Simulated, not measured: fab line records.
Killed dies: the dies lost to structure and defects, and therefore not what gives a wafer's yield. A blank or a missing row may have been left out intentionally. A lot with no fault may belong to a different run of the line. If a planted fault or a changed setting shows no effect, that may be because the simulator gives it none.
A lot that was struck, set against a sound lot / flow sfq line / 24 steps out of a route of 325
Sound: the wafers L782.1, L782.3, L782.5. Struck: wafer L784.4 (left out: L784.2, L784.3 of the same lot, which were not struck); the cause appears at the end.
At each step with rows: each side's tool, then ch and its chambers, then its first start. Under that, the readings that differ: sound wafers / struck wafers / difference of the means / sigmas: that difference in standard deviations of wafers without a fault.
alike: readings with means less than 2 such deviations apart, plus words and numbers identical on both sides. not compared: withheld readings, readings lacking a value on some wafer, bounds such as >300 that could conceal the same value, and numbers that have no deviation in the record and whose values overlap.
Wherever a step has rows on one side only, a row that says differs or no value, or a row with sigmas, the two part there. Numbers that don't overlap but have no deviation are shown without sigmas and don't part them. Lack of a reading on every wafer of one side parts them only where that side has two or more wafers.

first, 6 steps without rows for these wafers: SFQ_TRILAYER_I2_VIA_LITHO_COAT_072 (resist thk 62 nm); SFQ_TRILAYER_I2_VIA_LITHO_COAT_067 (resist thk 650 nm); SFQ_TRILAYER_I2_VIA_LITHO_SOFTBAKE_071; SFQ_TRILAYER_I2_VIA_LITHO_EXPOSE_068 (exposes mask I2, target cd 500 nm); SFQ_TRILAYER_I2_VIA_LITHO_PEB_070 (peb time 60 s); SFQ_TRILAYER_I2_VIA_LITHO_DEVELOP_069 (time 60 s).
SFQ_I2_OVL_MEAS_918:
  struck on overlay-02, day 33 21:50; sound on overlay-02, day 33 12:12
  alike: I2_OVL
SFQ_TRILAYER_I2_VIA_BARC_OPEN_VIA_ETCH_096: etches BARC in O2, target depth 125 nm, time 41.7 s.
  sound on rie diel-03 ch 0,1,2, day 33 12:14; struck on rie diel-03 ch 3, day 33 21:52
  alike: drypump motor current A, oes product au
  not compared: rf hours counter h
SFQ_TRILAYER_I2_VIA_ETCH_VIA_ETCH_070: etches SiO2 in CHF3, stops on Nb, target depth 260 nm.
  sound on rie diel-03 ch 0,1,2, day 33 12:16; struck on rie diel-03 ch 3, day 33 21:54
  alike: drypump motor current A, oes product au
SFQ_TRILAYER_I2_VIA_STRIP_STRIP_071: strips in O2.
  sound on rie metal-04 ch 0,1, day 33 12:23; struck on rie metal-02 ch 0, day 33 22:01
  alike: drypump motor current A, oes product au, platen temp c
  not compared: rf hours counter h
then, 2 steps without rows for these wafers: SFQ_TRILAYER_I2_VIA_STRIP_SOLV_CLEAN_072 (cleans in NMP, time 600 s); SFQ_TRILAYER_M3_DEP_PRE_CLEAN_074 (time 22.5 s).
SFQ_TRILAYER_M3_DEP_SPUTTER_073: material Nb, target thk 200 nm, time 133.3 s.
  struck on pvd sputter-05, day 33 22:49; sound on pvd sputter-05, day 33 13:13
  alike: cathode dc power W, throttle valve pct
SFQ_M3_RS_MEAS_919: measures by four-point-probe.
  struck on film metro-02, day 33 22:56; sound on film metro-01, day 33 13:18
reading=M3_NB_RS (ohm/sq); sound=0.903 0.895 0.898; struck=0.983; difference=+0.084; sigmas=+8
then, 6 steps without rows for these wafers: SFQ_TRILAYER_M3_LITHO_COAT_080 (resist thk 62 nm); SFQ_TRILAYER_M3_LITHO_COAT_075 (resist thk 600 nm); SFQ_TRILAYER_M3_LITHO_SOFTBAKE_079; SFQ_TRILAYER_M3_LITHO_EXPOSE_076 (exposes mask M3, target cd 500 nm); SFQ_TRILAYER_M3_LITHO_PEB_078 (peb time 60 s); SFQ_TRILAYER_M3_LITHO_DEVELOP_077 (time 60 s).
SFQ_M3_OVL_MEAS_921:
  struck on overlay-02, day 34 02:15; sound on overlay-01, day 33 15:55
  alike: M3_OVL
SFQ_TRILAYER_M3_BARC_OPEN_METAL_ETCH_100: etches BARC in O2, target depth 125 nm, time 41.7 s.
  sound on rie metal-02 ch 0,1, day 33 15:57; struck on rie metal-01 ch 1, day 34 02:17
reading=drypump motor current A (A); sound=5.0 5.7 5.8; struck=6.7; difference=+1.2; sigmas=+2
reading=oes product au (a.u.); sound=0.689 0.678 0.686; struck=0.675; difference=-0.009; sigmas=-2
  not compared: rf hours counter h
SFQ_TRILAYER_M3_ETCH_METAL_ETCH_078: etches Nb in Cl2/Ar, stops on SiO2, target depth 240 nm, time 120 s.
  sound on rie metal-02 ch 0,1, day 33 16:01; struck on rie metal-01 ch 1, day 34 02:20
reading=drypump motor current A (A); sound=5.0 5.7 5.8; struck=6.7; difference=+1.2; sigmas=+2
reading=oes product au (a.u.); sound=0.887 0.891 0.892; struck=0.854; difference=-0.036; sigmas=-5
  not compared: rf hours counter h
SFQ_TRILAYER_M3_STRIP_STRIP_079: strips in O2.
  sound on rie metal-02 ch 0,1, day 33 16:08; struck on rie metal-01 ch 1, day 34 02:28
reading=drypump motor current A (A); sound=5.0 5.7 5.7; struck=6.7; difference=+1.2; sigmas=+2
  alike: oes product au, platen temp c
  not compared: rf hours counter h

== WHERE THEY PART ==
At SFQ_M3_RS_MEAS_919 first; at SFQ_TRILAYER_M3_STRIP_STRIP_079 last (within this record only).

WHY: whatever the simulator had introduced
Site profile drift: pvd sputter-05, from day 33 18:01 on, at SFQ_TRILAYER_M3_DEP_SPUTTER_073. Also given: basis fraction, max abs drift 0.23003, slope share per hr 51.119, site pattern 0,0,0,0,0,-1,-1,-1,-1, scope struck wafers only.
